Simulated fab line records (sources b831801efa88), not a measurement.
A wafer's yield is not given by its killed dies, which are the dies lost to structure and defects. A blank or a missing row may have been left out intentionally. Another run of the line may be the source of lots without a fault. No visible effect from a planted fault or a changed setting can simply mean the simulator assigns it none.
One fault seen from 2 desks + flow sky130 + each desk holds nothing but its own numbers, with what lay behind them at the end

AT THE TOOL OWNER'S DESK: pvd sputter-04
The tool's own readings at SKY_CAPM_SPUTTER_02 (material TiN, target thk 200 nm, time 166.7 s): means of the sampled wafers that have a number, for each lot that ran on this tool. The brackets show how far a lot's mean lies from the usual mean; more than 4 standard deviations puts the lot out of limits, marked OUT.
Columns: A = throttle valve pct at SKY_CAPM_SPUTTER_02, usual 30.2 %
| lot  | first seen here | A    |
|------|-----------------|------|
| L316 | day 39 20:50    | 29.9 |
| L318 | day 39 23:39    | 30.0 |
| L322 | day 41 07:59    | 30.5 |
| L324 | day 41 15:11    | 30.6 |
| L326 | day 41 20:40    | 30.3 |
Finding of this desk: none of the 5 lots has anything out of limits.

THE METROLOGY DESK
Lot by lot, what the gauges showed, no matter which tool ran the lot: averages of those sampled wafers that carry a number. The brackets show how far a lot's mean lies from the usual mean; more than 4 standard deviations puts the lot out of limits, marked OUT.
Columns: A = CAPM_CVD_00_THK at SKY_CAPM_THK_MEAS_01, usual 15.54 nm; B = CAPM_TIN_RS at SKY_CAPM_RS_MEAS_03, usual 6.90 ohm/sq; C = CAPM_TIN_THK at SKY_CAPM_THK_MEAS_04, usual 202.3 nm
| lot  | first seen here | A     | B              | C               |
|------|-----------------|-------|----------------|-----------------|
| L309 | day 36 16:23    | 15.14 | 6.92           | 201.0           |
| L312 | day 38 11:07    | 15.48 | 6.95           | 201.6           |
| L316 | day 39 20:48    | 16.02 | 6.85           | 204.4           |
| L318 | day 39 23:35    | 15.57 | 6.83           | 203.6           |
| L322 | day 41 07:56    | 15.29 | 6.92           | 201.4           |
| L324 | day 41 15:08    | 15.44 | 4.37 (-43) OUT | 313.7 (+59) OUT |
| L325 | day 41 18:16    | 15.52 | 6.75           | 205.1           |
| L326 | day 41 20:37    | 15.42 | 4.38 (-43) OUT | 314.2 (+59) OUT |
| L328 | day 42 14:04    | 15.62 | 6.93           | 201.9           |
| L331 | day 43 03:43    | 15.47 | 6.86           | 202.6           |
Finding of this desk: L324, L326 out of limits, first seen on L324 at day 41 15:21 (CAPM_TIN_RS at SKY_CAPM_RS_MEAS_03). L309, L312, L316, L318, L322, L325, L328, L331 stayed within limits.

ALL TOGETHER
At day 41 15:21 the metrology desk could have sounded an alarm, on L324, L326.
The tool owner's desk saw nothing out of limits.
The tool owner's desk has L324, L326 on record, within its limits.
All the named lots went through SKY_CAPM_SPUTTER_02 on pvd sputter-04.

WHAT THE SIMULATOR HAD INSERTED
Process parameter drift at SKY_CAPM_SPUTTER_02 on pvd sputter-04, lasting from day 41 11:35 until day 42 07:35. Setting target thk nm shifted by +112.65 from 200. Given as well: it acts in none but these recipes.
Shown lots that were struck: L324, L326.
Time in hours between the start of the fault and the first out-of-limits reading at each desk: metrology desk, 4.
